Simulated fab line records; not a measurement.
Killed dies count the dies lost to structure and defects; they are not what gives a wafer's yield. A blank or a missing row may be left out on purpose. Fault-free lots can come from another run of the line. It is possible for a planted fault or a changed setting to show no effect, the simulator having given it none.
What tool caused it? :: flow sky130 :: 11 lots with 33 wafers sampled at 2 steps, on a route of 708 steps

## WHAT EACH GAUGE READ, for each wafer
SKY_POLY_GATE_THK_MEAS_01.
lot: L724
measured: day 13 13:36
on: film metro-04
POLY_GATE_CVD_00_THK (nm): 181.3 182.1 181.6

lot: L725
measured: day 13 17:58
on: film metro-02
POLY_GATE_CVD_00_THK (nm): 182.5 182.7 183.3

lot: L727
measured: day 14 10:56
on: film metro-04
POLY_GATE_CVD_00_THK (nm): 179.4 179.0 179.1

lot: L728
measured: day 14 20:36
on: film metro-01
POLY_GATE_CVD_00_THK (nm): 179.7 180.3 179.8

lot: L731
measured: day 16 03:14
on: film metro-02
POLY_GATE_CVD_00_THK (nm): 179.9 181.1 181.6

lot: L734
measured: day 17 05:34
on: film metro-01
POLY_GATE_CVD_00_THK (nm): 181.7 181.7 182.3

lot: L735
measured: day 17 19:39
on: film metro-02
POLY_GATE_CVD_00_THK (nm): 180.6 183.2 181.8

lot: L737
measured: day 18 07:55
on: film metro-02
POLY_GATE_CVD_00_THK (nm): 160.2 161.0 162.8

lot: L738
measured: day 18 23:39
on: film metro-04
POLY_GATE_CVD_00_THK (nm): 161.4 162.5 161.4

lot: L743
measured: day 22 09:04
on: film metro-02
POLY_GATE_CVD_00_THK (nm): 179.8 178.8 179.6

lot: L747
measured: day 22 13:04
on: film metro-01
POLY_GATE_CVD_00_THK (nm): 179.6 179.4 179.6

## WHICH TOOL RAN EACH LOT (tool, then ch and the chambers of the sampled wafers, then the start)
lot: L724
SKY_POLY_GATE_CVD_00: lpcvd-01 ch 1, day 13 12:24

lot: L725
SKY_POLY_GATE_CVD_00: lpcvd-01 ch 1, day 13 16:44

lot: L727
SKY_POLY_GATE_CVD_00: lpcvd-01 ch 1, day 14 09:43

lot: L728
SKY_POLY_GATE_CVD_00: lpcvd-01 ch 0, day 14 19:24

lot: L731
SKY_POLY_GATE_CVD_00: lpcvd-01 ch 1, day 16 02:01

lot: L734
SKY_POLY_GATE_CVD_00: lpcvd-01 ch 1, day 17 04:22

lot: L735
SKY_POLY_GATE_CVD_00: lpcvd-01 ch 0, day 17 18:26

lot: L737
SKY_POLY_GATE_CVD_00: lpcvd-01 ch 0, day 18 06:43

lot: L738
SKY_POLY_GATE_CVD_00: lpcvd-01 ch 0, day 18 22:25

lot: L743
SKY_POLY_GATE_CVD_00: lpcvd-01 ch 1, day 22 07:52

lot: L747
SKY_POLY_GATE_CVD_00: lpcvd-01 ch 1, day 22 11:52
- SKY_POLY_GATE_CVD_00: deposits poly-Si, target thk 180 nm, time 720 s.

## THE ANSWER, worked out from the rows above alone
Rule: the usual values come from the lots themselves. Put in order of their means at a reading, lots are off if they are a third of the lots or fewer, leave a main group of 4 or more, and stand apart from it by a gap of 3 or more times the standard deviation of the main group's means; of several such gaps the widest counts. Not used: any main group whose means are identical at the precision the tables above print for the reading. A lot without any number at a reading at which 4 lots or more have one is off too. Where the step has rows for the other lots, those lots are counted as sound.
Off: at SKY_POLY_GATE_THK_MEAS_01 (POLY_GATE_CVD_00_THK), L737, L738. The main group: mean 180.8 nm, standard deviation 1.3.
If a tool, at a process step before that reading, ran all the lots that are off and no sound lot after the first of them, it fits. The gauges at SKY_POLY_GATE_THK_MEAS_01 are tried like those tools. None of those tried fits.

## WHAT THE SIMULATOR PUT IN
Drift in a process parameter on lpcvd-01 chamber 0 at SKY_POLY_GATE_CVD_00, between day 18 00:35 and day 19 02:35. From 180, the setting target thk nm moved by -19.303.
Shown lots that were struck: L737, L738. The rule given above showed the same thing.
